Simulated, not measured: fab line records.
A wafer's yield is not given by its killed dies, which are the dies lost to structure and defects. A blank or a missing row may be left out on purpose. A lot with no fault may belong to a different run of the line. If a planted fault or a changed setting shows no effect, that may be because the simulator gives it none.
2 desks looking at one fault :: flow gf180mcu :: every desk sees just its own numbers, and what lay behind them comes last

## THE METROLOGY DESK
Means of the sampled wafers that have a number, per lot and without regard to the tool the lot ran on: this is what the gauges read. Marked OUT: a lot whose mean sits more than 4 standard deviations from the usual mean, which makes it out of limits; the brackets give that distance.
Columns: A = DNWELL_TW at GF_DNWELL_TW_MEAS_09, usual 1354; B = VT_IMPLANT_3_TW at GF_VT_IMPLANT_TW_MEAS_32, usual 268.9; C = MVPSD_RS at GF_VT_IMPLANT_RS_MEAS_49, usual 1169 ohm/sq
lot: L614
first seen here: day 2 17:36
A: 1358
B: 269.3
C: 1166

lot: L615
first seen here: day 3 00:05
A: 1349
B: 268.3
C: 1175

lot: L617
first seen here: day 3 10:42
A: 1344
B: 267.8
C: 1169

lot: L618
first seen here: day 3 16:31
A: 1365
B: 266.0
C: 1168

lot: L619
first seen here: day 3 21:49
A: 1354
B: 265.2
C: 1172

lot: L620
first seen here: day 4 02:01
A: 1352
B: 270.7
C: 1167

lot: L622
first seen here: day 4 16:34
A: 1350
B: 267.3
C: 1171

lot: L625
first seen here: day 5 04:42
A: 1357
B: 269.9
C: 1180

lot: L632
first seen here: day 6 20:32
A: 1350
B: 269.1
C: 1170

lot: L633
first seen here: day 7 00:48
A: 1351
B: 267.1
C: 1170

lot: L634
first seen here: day 7 05:53
A: 1347
B: 268.1
C: 1170

lot: L636
first seen here: day 7 17:38
A: 1357
B: 268.0
C: 1169

lot: L637
first seen here: day 7 21:50
A: 1360
B: 269.6
C: 1174
Result from this desk: across the 13 lots, nothing is out of limits.

## FOR THE TOOL OWNER'S DESK: implanter-02
The tool's own readings at GF_MVPSD_IMPLANT_09, given as means over the sampled wafers that have a number, one for each lot that went through this tool. Marked OUT: a lot whose mean sits more than 4 standard deviations from the usual mean, which makes it out of limits; the brackets give that distance.
Columns: A = faraday-current-uA at GF_MVPSD_IMPLANT_09, usual 28.2
lot: L615
first seen here: day 5 08:16
A: 28.3

lot: L617
first seen here: day 5 19:08
A: 28.4

lot: L619
first seen here: day 6 07:37
A: 28.1

lot: L620
first seen here: day 6 11:43
A: 28.1

lot: L625
first seen here: day 7 19:10
A: 27.7
Result from this desk: across the 5 lots, nothing is out of limits.

## PUT TOGETHER
From the metrology desk's view, nothing was out of limits.
The desk of the tool owner found nothing out of limits.

## WHAT WAS PUT IN BY THE SIMULATOR
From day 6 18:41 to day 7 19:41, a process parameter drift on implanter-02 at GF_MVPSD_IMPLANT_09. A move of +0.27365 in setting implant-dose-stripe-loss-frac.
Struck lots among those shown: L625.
